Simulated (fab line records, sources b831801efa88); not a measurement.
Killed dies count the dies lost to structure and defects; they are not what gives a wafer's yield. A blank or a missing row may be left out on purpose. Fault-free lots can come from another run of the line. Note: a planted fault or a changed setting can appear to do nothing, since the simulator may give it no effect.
Struck lot and sound lot, side by side | flow gf180mcu | 21 steps out of a route of 602
Sound: these wafers, L682.1, L682.2, L682.3. Wafers L693.2, L693.3, L693.6 were the ones struck. Last of all comes the cause.
Per side, at each step with rows, come the tool, then ch with its chambers, and then its first start. Under that, the readings that differ: sound wafers | struck wafers | difference of the means | sigmas: that difference in standard deviations of wafers without a fault.
alike: readings with means less than 2 such deviations apart, plus words and numbers identical on both sides. not compared: withheld readings, readings lacking a value on some wafer, bounds such as >300 that could conceal the same value, and numbers that have no deviation in the record and whose values overlap.
A row with sigmas, a row that says differs or no value, or rows on one side alone: a step with any of these is where the two part. When numbers do not overlap yet have no deviation, they are printed without sigmas and do not part them. Lack of a reading on every wafer of one side parts them only where that side has two or more wafers.

first, 5 steps without rows for these wafers: GF_VT_IMPLANT_COAT_13 (resist thk 1000 nm); GF_VT_IMPLANT_SOFTBAKE_14 (time 60 s); GF_VT_IMPLANT_EXPOSE_15 (exposes mask Nwell LV AREA, target cd 860 nm); GF_VT_IMPLANT_PEB_16; GF_VT_IMPLANT_DEVELOP_17 (develop time 60 s).
GF_VT_IMPLANT_OVL_MEAS_18:
  sound: overlay-01 at day 7 13:13; struck: overlay-01 at day 10 18:25
  alike: VT_IMPLANT_01_OVL
then, 1 step without rows for these wafers: GF_VT_IMPLANT_IMPLANT_19.
GF_VT_IMPLANT_STRIP_20: strips in O2/N2.
  sound on plasmaAsher-02 ch 0,1, day 7 13:24; struck on plasmaAsher-03 ch 0,1, day 10 18:35
reading             | sound             | struck            | difference | sigmas
oesProductAu (a.u.) | 0.730 0.712 0.722 | 0.708 0.717 0.712 | -0.009     | -2
  alike: drypumpMotorCurrentA, heaterPowerW, platenTempC, stripTimeToEndpointS
  not compared: rfHoursCounterH
GF_VT_IMPLANT_TW_MEAS_21:
  sound: filmMetro-01 at day 7 13:30; struck: filmMetro-04 at day 10 18:42
  alike: VT_IMPLANT_2_TW
then, 3 steps without rows for these wafers: GF_VT_IMPLANT_DEHYDRATE_22 (time 60 s); GF_VT_IMPLANT_HMDS_23 (prime time 60 s); GF_VT_IMPLANT_COAT_24 (resist thk 1000 nm).
GF_VT_IMPLANT_SOFTBAKE_25: time 60 s.
  sound on lithoTrack-04 ch 0, day 7 21:16; struck on lithoTrack-02 ch 0, day 11 03:25
reading                                        | sound             | struck            | difference | sigmas
heaterPowerTotalW (W)                          | 56.55 56.59 56.60 | 60.96 60.92 60.95 | +4.36      | +99 or more
plateTempC (C)                                 | 90.07 90.16 90.05 | 95.01 94.94 95.14 | +4.94      | +33
model.NOVOLAK_of_VT_IMPLANT_COAT_24.thkNm (nm) | 1001 1004 996     | 985.3 987 986.1   | -14.2      | 
then, 2 steps without rows for these wafers: GF_VT_IMPLANT_EXPOSE_26 (exposes mask LVPWELL HV AREA, target cd 860 nm); GF_VT_IMPLANT_PEB_27.
GF_VT_IMPLANT_DEVELOP_28: develop time 60 s.
  sound on lithoTrack-02 ch 0, day 8 05:26; struck on lithoTrack-04 ch 0, day 11 13:05
reading                                        | sound           | struck            | difference | sigmas
model.NOVOLAK_of_VT_IMPLANT_COAT_24.thkNm (nm) | 1000 1003 995.6 | 984.9 986.6 985.7 | -13.8      | 
  alike: developerTempC
GF_VT_IMPLANT_OVL_MEAS_29:
  sound: overlay-01 at day 8 05:35; struck: overlay-01 at day 11 13:13
  alike: VT_IMPLANT_02_OVL
then, 1 step without rows for these wafers: GF_VT_IMPLANT_IMPLANT_30.
GF_VT_IMPLANT_STRIP_31: strips in O2/N2.
  sound on plasmaAsher-04 ch 0,1, day 8 05:47; struck on plasmaAsher-04 ch 0,1, day 11 13:24
reading                  | sound             | struck            | difference | sigmas
stripTimeToEndpointS (s) | 12.63 12.68 12.56 | 12.47 12.48 12.47 | -0.15      | -4
  alike: drypumpMotorCurrentA, heaterPowerW, oesProductAu, platenTempC
  not compared: rfHoursCounterH
GF_VT_IMPLANT_TW_MEAS_32:
  sound: filmMetro-01 at day 8 05:53; struck: filmMetro-04 at day 11 13:31
  alike: VT_IMPLANT_3_TW
GF_PASSIVATION_PROBE_99:
  the record holds rows for the sound wafers here (prober-01, day 30 11:18) but none for the struck ones

WHERE THEY PART
At GF_VT_IMPLANT_STRIP_20 first; at GF_PASSIVATION_PROBE_99 last (within this record only).

WHY: what had been put in by the simulator
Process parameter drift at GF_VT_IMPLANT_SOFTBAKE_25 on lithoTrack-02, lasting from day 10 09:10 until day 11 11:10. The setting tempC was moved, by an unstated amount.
